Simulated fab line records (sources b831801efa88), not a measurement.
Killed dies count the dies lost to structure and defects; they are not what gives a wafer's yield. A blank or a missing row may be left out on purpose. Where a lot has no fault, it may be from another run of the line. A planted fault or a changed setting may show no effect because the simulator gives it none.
Lot-split experiment    flow sfq_line    5 lots, 23 wafers read, on a route of 325 steps

ON THE SPLIT
At SFQ_TRILAYER_I2_VIA_LITHO_EXPOSE_068 (exposes mask I2, target cd 500 nm), the setting dose_mj was moved away from the recipe's 21.3 on 7 of the 23 wafers read, by +2.2% to +6.3%. For the rest of the wafers, this setting stayed at what the recipe calls for.

FROM THE SPLIT TO THE READING: what the file shows between them, 2 steps
- SFQ_TRILAYER_I2_VIA_LITHO_PEB_070: peb time 60 s
- SFQ_TRILAYER_I2_VIA_LITHO_DEVELOP_069: time 60 s

THE READING
I2.cd_nm (the simulator's own value, which no gauge read), in nm, at SFQ_TRILAYER_I2_VIA_BARC_OPEN_VIA_ETCH_096 (etches BARC in O2, target depth 125 nm, time 41.7 s). The file gives no usual value for it. Across the 16 wafers here that went through the recipe, the average is 498.8 nm and the standard deviation 1.2 nm.

wafer   tool, chamber at the split  dose_mj as run  against the recipe  I2.cd_nm, nm  against lot-mates on the recipe
L075.1  krf_scanner-02, 0           21.77           +2.2%               502.2         +3.6
L075.3  krf_scanner-02, 0           21.77           +2.2%               503.6         +5.1
L075.4  krf_scanner-02, 0           21.77           +2.2%               501.4         +2.8
L075.5  krf_scanner-02, 0           21.3            recipe              498.1         -
L075.6  krf_scanner-02, 0           21.3            recipe              499           -
L077.1  krf_scanner-02, 0           21.3            recipe              496.8         -
L077.2  krf_scanner-02, 0           22.64           +6.3%               508.5         +9.3
L077.3  krf_scanner-02, 0           21.3            recipe              500.7         -
L077.4  krf_scanner-02, 0           21.3            recipe              500           -
L077.5  krf_scanner-02, 0           22.64           +6.3%               508.9         +9.7
L078.1  krf_scanner-02, 0           21.83           +2.5%               501.9         +3.7
L078.3  krf_scanner-02, 0           21.3            recipe              498           -
L078.4  krf_scanner-02, 0           21.83           +2.5%               503.9         +5.7
L078.5  krf_scanner-02, 0           21.3            recipe              496.9         -
L078.6  krf_scanner-02, 0           21.3            recipe              499.6         -
L079.1  krf_scanner-02, 0           21.3            recipe              497.9         -
L079.2  krf_scanner-02, 0           21.3            recipe              499.1         -
L079.3  krf_scanner-02, 0           21.3            recipe              498.7         -
L079.4  krf_scanner-02, 0           21.3            recipe              499           -
L079.5  krf_scanner-02, 0           21.3            recipe              497.9         -
L082.1  krf_scanner-01, 0           21.3            recipe              499.3         -
L082.2  krf_scanner-01, 0           21.3            recipe              499.3         -
L082.4  krf_scanner-01, 0           21.3            recipe              501.1         -

FIT RESULTS
A straight line over all 23 wafers: I2.cd_nm changes by +1.58 nm for each +1% of dose_mj; r = +0.94; the points scatter about the line by 1.1 nm.
The same after taking each lot's own level away (the mean of its wafers on the recipe; 23 wafers): +1.57 nm for each +1%; r = +0.95; scatter 1 nm.
Per that fit: largest dose_mj move, reading shift of 9.9 nm.
From 498.17 to 499.90 nm: that is the span of the lots' own levels, equal to 1.5 times the standard deviation above.
Consequently the slope shifts little with the lot-to-lot level, the two slopes agreeing.
Check: for one of the wafers moved furthest among these (+6.3%), held out of the fit, the line's prediction against its lot-mates is +10.4 nm. Against them it came out at +9.33 nm.

FURTHER SPLITS ON THESE WAFERS
Before the reading, these wafers also passed through other splits. Each is held against what the fit with the lots' levels taken away leaves over:
other split on the same wafers                    wafers away from the commonest value  r with I2.cd_nm (lot level and that fit taken away)
SFQ_TRILAYER_I2_CMP_CMP_064 leave_above_ref_nm    11                                    +0.06
SFQ_TRILAYER_I2_VIA_LITHO_COAT_067 resist_thk_nm  8                                     -0.47

FILE'S OWN FIT
I2.cd_nm changes by +1.58 nm for each +1% of dose_mj, r = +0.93.
